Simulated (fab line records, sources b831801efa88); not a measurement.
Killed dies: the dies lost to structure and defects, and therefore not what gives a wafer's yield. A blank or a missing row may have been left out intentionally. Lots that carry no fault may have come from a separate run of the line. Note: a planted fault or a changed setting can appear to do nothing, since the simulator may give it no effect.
One fault through the eyes of 2 desks || flow gf180mcu || each desk holds nothing but its own numbers, with what lay behind them at the end

== FROM THE METROLOGY DESK ==
Means of the sampled wafers that have a number, per lot and without regard to the tool the lot ran on: this is what the gauges read. A lot is out of limits, marked OUT, if its mean lies more than 4 standard deviations from the usual mean; the brackets give that distance.
Columns: A = V4_W_RS at GF_V4_RS_MEAS_24, usual 0.325 ohm/sq; B = V4_W_THK at GF_V4_THK_MEAS_25, usual 359 nm
{"lot": "L101", "first seen here": "day 24 09:40", "A": 0.328, "B": 355}
{"lot": "L109", "first seen here": "day 27 11:14", "A": 0.318, "B": 369}
{"lot": "L116", "first seen here": "day 29 06:07", "A": 0.329, "B": 353}
{"lot": "L117", "first seen here": "day 29 11:13", "A": 0.324, "B": 358}
{"lot": "L118", "first seen here": "day 29 16:29", "A": 0.319, "B": 366}
{"lot": "L124", "first seen here": "day 31 09:19", "A": 0.326, "B": 357}
This desk found nothing out of limits on any of the 6 lots.

== FOR THE TOOL OWNER'S DESK: pvdSputter-03 ==
The tool's own readings at GF_MIM_SPUTTER_03 (material Ti, target thk 10 nm, time 6.7 s): means of the sampled wafers that have a number, for each lot that ran on this tool. A lot is out of limits, marked OUT, if its mean lies more than 4 standard deviations from the usual mean; the brackets give that distance.
Columns: A = chamberPressurePa at GF_MIM_SPUTTER_03, usual 0.3000 Pa; B = throttleValvePct at GF_MIM_SPUTTER_03, usual 29.9 %
{"lot": "L109", "first seen here": "day 27 11:50", "A": 0.2995, "B": 29.7}
{"lot": "L116", "first seen here": "day 29 06:43", "A": 0.2996, "B": 31.1}
{"lot": "L118", "first seen here": "day 29 17:08", "A": 0.2997, "B": 29.1}
This desk found nothing out of limits on any of the 3 lots.

== ALL TOGETHER ==
The metrology desk saw nothing out of limits.
The desk of the tool owner found nothing out of limits.

== WHAT HAD BEEN PUT IN BY THE SIMULATOR ==
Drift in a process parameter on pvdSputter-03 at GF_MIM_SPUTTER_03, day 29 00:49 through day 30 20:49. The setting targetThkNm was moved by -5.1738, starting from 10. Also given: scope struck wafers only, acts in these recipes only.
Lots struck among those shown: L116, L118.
